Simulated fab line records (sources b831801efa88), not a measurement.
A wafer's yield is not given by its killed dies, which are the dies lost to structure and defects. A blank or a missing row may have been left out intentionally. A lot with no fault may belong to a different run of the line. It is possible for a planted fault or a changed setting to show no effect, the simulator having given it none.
Chamber matching -- flow sky130 -- hdpcvd-01 running SKY_VIA3_HDPCVD_00: 3 sister chambers
The step deposits SiO2, target thk 1635 nm, time 272.5 s. 3 wafers are shown with their chamber, then 8 later ones without.

== WAFERS, EACH WITH ITS CHAMBER ==
wafer,chamber,run-length-s (s)
L682.5,2,300.0
L682.6,1,300.1
L683.3,0,301.2

== WAFERS WITH NO CHAMBER GIVEN ==
wafer,run-length-s (s)
L683.4,301.1
L683.6,300.1
L684.2,300.7
L684.4,300.6
L684.6,299.6
L685.1,300.1
L685.2,300.0
L685.4,300.6

== CHAMBER TAKEN BY EACH ==
wafer,from the rows above,in truth
L683.4,0,0
L683.6,can't be placed: 1 or 2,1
L684.2,can't be placed: 0 or 1 or 2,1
L684.4,can't be placed: 1 or 0 or 2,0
L684.6,can't be placed: 2 or 1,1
L685.1,can't be placed: 1 or 2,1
L685.2,can't be placed: 2 or 1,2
L685.4,can't be placed: 1 or 0 or 2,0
Placed correctly: 1 of 8. These rows do not allow placing 7 (true chamber among the candidates in 7). Number placed wrongly: 0.
How it was worked out, from the rows above alone: a wafer's distance from a chamber is the root of the sum, over the readings, of the square of ((its reading less the chamber's mean) divided by the reading's scatter). If the next closest chamber is less than 2 further off than the closest, the wafer can't be placed; otherwise it belongs to the closest. The mean given for a chamber averages the wafers shown for that chamber. The scatter: with one shown wafer a chamber, the root of the mean of the squares of how far each hidden wafer lies from its nearest shown one.
